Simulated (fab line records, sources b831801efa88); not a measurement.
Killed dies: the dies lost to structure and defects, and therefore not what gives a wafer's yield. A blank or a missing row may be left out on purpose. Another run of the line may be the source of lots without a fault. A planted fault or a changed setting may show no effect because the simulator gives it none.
Comparing a struck lot with a sound one :: flow sky130 :: 14 steps out of a route of 708
Sound: these wafers, L671.2, L671.3, L671.5. Wafers L678.1, L678.2, L678.6 were the ones struck. The cause comes at the end.
At each step with rows: each side's tool, then ch and its chambers, then its first start. Under that, the readings that differ: sound wafers :: struck wafers :: difference of the means :: sigmas: that difference in standard deviations of wafers without a fault.
alike: same words and numbers on both sides, and readings whose means sit less than 2 such deviations apart. not compared: any withheld reading, any reading some wafer has no value for, any bound like >300 that may hide the same value, and any number with overlapping values for which the record gives no deviation.
The two part at a step that has a row with sigmas, a row that says differs or no value, or rows on one side only. Numbers that don't overlap but have no deviation are shown without sigmas and don't part them. A reading missing from all wafers of one side parts the sides only when that side holds two or more wafers.

SKY_METAL4_SPUTTER_02: material AlCu, target thk 735 nm, time 39.1 s.
  struck on pvd sputter-02, day 43 17:01; sound on pvd sputter-04, day 41 06:44
  alike: throttle valve pct
SKY_METAL4_SPUTTER_03: material Ti, target thk 5 nm, time 3.3 s.
  struck on pvd sputter-02, day 43 17:04; sound on pvd sputter-04, day 41 06:46
  alike: throttle valve pct
SKY_METAL4_SPUTTER_04: material TiN, target thk 70 nm, time 58.3 s.
  struck on pvd sputter-02, day 43 17:05; sound on pvd sputter-04, day 41 06:47
  alike: throttle valve pct
SKY_CAP2M_CVD_00: deposits SiO2, target thk 15.5 nm.
  sound on pecvd-01 ch 0,1,2, day 41 06:50; struck on pecvd-03 ch 0,1,2, day 43 17:08
  alike: heater power w
SKY_CAP2M_THK_MEAS_01:
  struck on film metro-03, day 43 17:09; sound on film metro-04, day 41 06:52
  alike: CAP2M_CVD_00_THK
SKY_CAP2M_SPUTTER_02: material TiN, target thk 200 nm, time 166.7 s.
  struck on pvd sputter-01, day 43 17:13; sound on pvd sputter-01, day 41 06:55
  alike: throttle valve pct
SKY_CAP2M_RS_MEAS_03: uses a four-point probe to measure.
  struck on film metro-01, day 43 17:19; sound on film metro-01, day 41 07:03
  alike: CAP2M_TIN_RS
SKY_CAP2M_THK_MEAS_04: measures by xrf.
  struck on film metro-01, day 43 17:26; sound on film metro-01, day 41 07:10
  alike: CAP2M_TIN_THK
then, 4 steps without rows for these wafers: SKY_CAP2M_DEHYDRATE_05 (time 60 s); SKY_CAP2M_HMDS_06 (prime time 60 s); SKY_CAP2M_COAT_07 (resist thk 1140 nm); SKY_CAP2M_SOFTBAKE_08 (time 60 s).
SKY_CAP2M_EXPOSE_09: exposes mask CAP2M, target cd 1000 nm.
  sound on iline stepper-02 ch 0, day 41 18:58; struck on iline stepper-02, day 44 04:25
  no value came back on the struck wafers for exposure dose mJ cm2, focus offset nm (nm), stage vel mm s (mm/s); on the sound wafers exposure dose mJ cm2 reads 158.86 159.08 158.97
  alike: mask
after that, 1 step had no rows for these wafers: SKY_CAP2M_PEB_10.

## WHERE THEY PART
Only at SKY_CAP2M_EXPOSE_09, within this record.

WHY: whatever the simulator had introduced
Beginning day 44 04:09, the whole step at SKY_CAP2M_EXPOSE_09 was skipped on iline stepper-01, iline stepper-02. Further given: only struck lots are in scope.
